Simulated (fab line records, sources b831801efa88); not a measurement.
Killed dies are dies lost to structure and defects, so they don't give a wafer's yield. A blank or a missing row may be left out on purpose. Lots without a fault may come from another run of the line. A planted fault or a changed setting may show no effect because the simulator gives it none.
Which tool did it? | flow gf180mcu | 14 lots, 42 wafers sampled, at 4 steps of a route of 602

WHAT THE GAUGES READ, wafer by wafer
GF_NWELL_OVL_MEAS_07.
lot  | measured    | on         | NWELL_OVL (nm)
L900 | day 3 08:56 | overlay-02 | 0.5 -0.3 1.8
L901 | day 3 13:59 | overlay-01 | 4.1 3.2 2.3
L902 | day 3 17:53 | overlay-01 | 1.6 1.7 0.9
L903 | day 3 23:17 | overlay-02 | -1.3 1.1 0.1
L904 | day 4 08:59 | overlay-01 | -1.0 -1.9 0.9
L905 | day 4 17:01 | overlay-01 | -0.6 -1.5 -0.4
L906 | day 4 20:29 | overlay-02 | -0.1 0.5 0.7
L908 | day 5 04:44 | overlay-01 | 0.1 0.2 -0.6
L909 | day 5 15:23 | overlay-01 | -1.0 1.3 0.7
L912 | day 6 02:14 | overlay-01 | 1.4 1.2 1.0
L914 | day 6 13:50 | overlay-02 | -0.3 0.8 1.0
L917 | day 7 05:20 | overlay-01 | 2.5 0.5 1.7
L922 | day 8 08:53 | overlay-01 | -3.2 -1.8 -3.3
L923 | day 8 12:16 | overlay-02 | -0.4 -1.4 -0.2

GF_VT_IMPLANT_RS_MEAS_48: measures by four-point-probe.
lot  | measured     | on            | LVPWELL_RS (ohm/sq)
L900 | day 7 17:27  | film_metro-03 | 1192.6 1195.8 1192.2
L901 | day 8 00:29  | film_metro-01 | 1198.7 1199.9 1200.2
L902 | day 8 05:37  | film_metro-04 | 1190.5 1192.1 1193.2
L903 | day 8 12:14  | film_metro-04 | 1195.9 1194.7 1193.1
L904 | day 8 22:25  | film_metro-04 | 1199.3 1196.3 1196.4
L905 | day 9 10:25  | film_metro-04 | 1197.2 1198.4 1200.4
L906 | day 9 14:29  | film_metro-03 | 1197.6 1192.2 1194.2
L908 | day 9 23:51  | film_metro-04 | 1195.9 1193.0 1195.2
L909 | day 10 12:37 | film_metro-01 | 1198.9 1198.6 1198.1
L912 | day 11 02:38 | film_metro-04 | 1196.3 1199.3 1193.8
L914 | day 11 14:52 | film_metro-01 | 1195.3 1194.4 1198.4
L917 | day 12 10:14 | film_metro-03 | 1193.3 1194.7 1190.7
L922 | day 13 19:34 | film_metro-04 | 1193.2 1194.9 1197.7
L923 | day 14 02:50 | film_metro-01 | 1196.6 1197.2 1194.3

GF_CONTACT_THK_MEAS_01.
lot  | measured     | on            | CONTACT_CVD_00_THK (nm)
L900 | day 15 08:05 | film_metro-01 | 309 304 305
L901 | day 15 16:56 | film_metro-01 | 304 303 305
L902 | day 15 22:01 | film_metro-04 | 303 302 303
L903 | day 16 15:32 | film_metro-03 | 301 300 302
L904 | day 16 20:38 | film_metro-04 | 295 299 301
L905 | day 17 18:24 | film_metro-03 | 301 300 297
L906 | day 17 21:58 | film_metro-01 | 297 299 293
L908 | day 18 09:41 | film_metro-03 | 302 301 298
L909 | day 19 02:24 | film_metro-03 | 299 297 296
L912 | day 19 17:06 | film_metro-03 | 300 298 300
L914 | day 20 13:00 | film_metro-01 | 299 299 298
L917 | day 21 11:08 | film_metro-04 | 295 302 304
L922 | day 23 02:57 | film_metro-01 | 299 297 296
L923 | day 23 10:11 | film_metro-03 | 300 298 302

WHICH TOOL RAN EACH LOT (tool, then ch and the chambers of the sampled wafers, then the start)
lot  | GF_DUAL_GATE_STRIP_13
L900 | plasma_asher-02 ch 0,1, day 8 12:02
L901 | plasma_asher-04 ch 0,1, day 8 18:57
L902 | plasma_asher-02 ch 0,1, day 9 00:10
L903 | plasma_asher-02 ch 0,1, day 9 08:17
L904 | plasma_asher-03 ch 0,1, day 9 17:45
L905 | plasma_asher-03 ch 0,1, day 10 06:17
L906 | plasma_asher-03 ch 0,1, day 10 09:31
L908 | plasma_asher-02 ch 0,1, day 10 20:23
L909 | plasma_asher-04 ch 0,1, day 11 09:17
L912 | plasma_asher-03 ch 0,1, day 11 23:24
L914 | plasma_asher-03 ch 0,1, day 12 11:49
L917 | plasma_asher-02 ch 1, day 13 07:50
L922 | plasma_asher-03 ch 0,1, day 14 18:10
L923 | plasma_asher-02 ch 0,1, day 15 02:44
- GF_DUAL_GATE_STRIP_13: strips in O2/N2.

WHAT THE TOOLS THEMSELVES READ (means of the sampled wafers that have a number; where no wafer has one, the mark that the record gives instead)
GF_DUAL_GATE_STRIP_13.
lot  | tool            | drypump_motor_current_A (A) | heater_power_w (W) | oes_product_au (a.u.) | strip_time_to_endpoint_s (s)
L900 | plasma_asher-02 | 5.74                        | 323                | 0.717                 | 12.661
L901 | plasma_asher-04 | 5.55                        | 346                | 0.715                 | 12.626
L902 | plasma_asher-02 | 5.78                        | 324                | 0.717                 | 12.633
L903 | plasma_asher-02 | 5.77                        | 329                | 0.714                 | 12.629
L904 | plasma_asher-03 | 5.68                        | 378                | 0.716                 | 12.655
L905 | plasma_asher-03 | 5.67                        | 364                | 0.712                 | 12.594
L906 | plasma_asher-03 | 5.68                        | 380                | 0.714                 | 12.643
L908 | plasma_asher-02 | 5.74                        | 319                | 0.718                 | 12.668
L909 | plasma_asher-04 | 5.56                        | 347                | 0.719                 | 12.629
L912 | plasma_asher-03 | 5.66                        | 369                | 0.666                 | 12.621
L914 | plasma_asher-03 | 5.68                        | 379                | 0.655                 | 12.608
L917 | plasma_asher-02 | 5.85                        | 331                | 0.719                 | 12.603
L922 | plasma_asher-03 | 5.65                        | 370                | 0.715                 | 12.594
L923 | plasma_asher-02 | 5.73                        | 326                | 0.715                 | 12.593

THE ANSWER, worked out from the rows above alone
Rule: what is usual is taken from the lots themselves. Put in order of their means at a reading, lots are off if they are a third of the lots or fewer, leave a main group of 4 or more, and stand apart from it by a gap of 3 or more times the standard deviation of the main group's means; of several such gaps the widest counts. A main group whose means are all the same, to the digits that the tables above print for the reading, isn't used. A lot without any number at a reading at which 4 lots or more have one is off too. The other lots that the step has rows for count as sound. The gauges are gone through in route order, then the tools' own readings, and for those a lot's mean is taken as printed above. The first step at which some lot is off is used, and at that step the reading that is off furthest; a lot without a number counts as furthest.
Off: L912, L914, at GF_DUAL_GATE_STRIP_13 (oes_product_au). The main group: mean 0.716 a.u., standard deviation 0.0021.
A tool fits if, at that step or a process step before it, it ran every lot that is off, and no sound lot after the first of them. None of those tried fits.

WHAT THE SIMULATOR HAD PUT IN
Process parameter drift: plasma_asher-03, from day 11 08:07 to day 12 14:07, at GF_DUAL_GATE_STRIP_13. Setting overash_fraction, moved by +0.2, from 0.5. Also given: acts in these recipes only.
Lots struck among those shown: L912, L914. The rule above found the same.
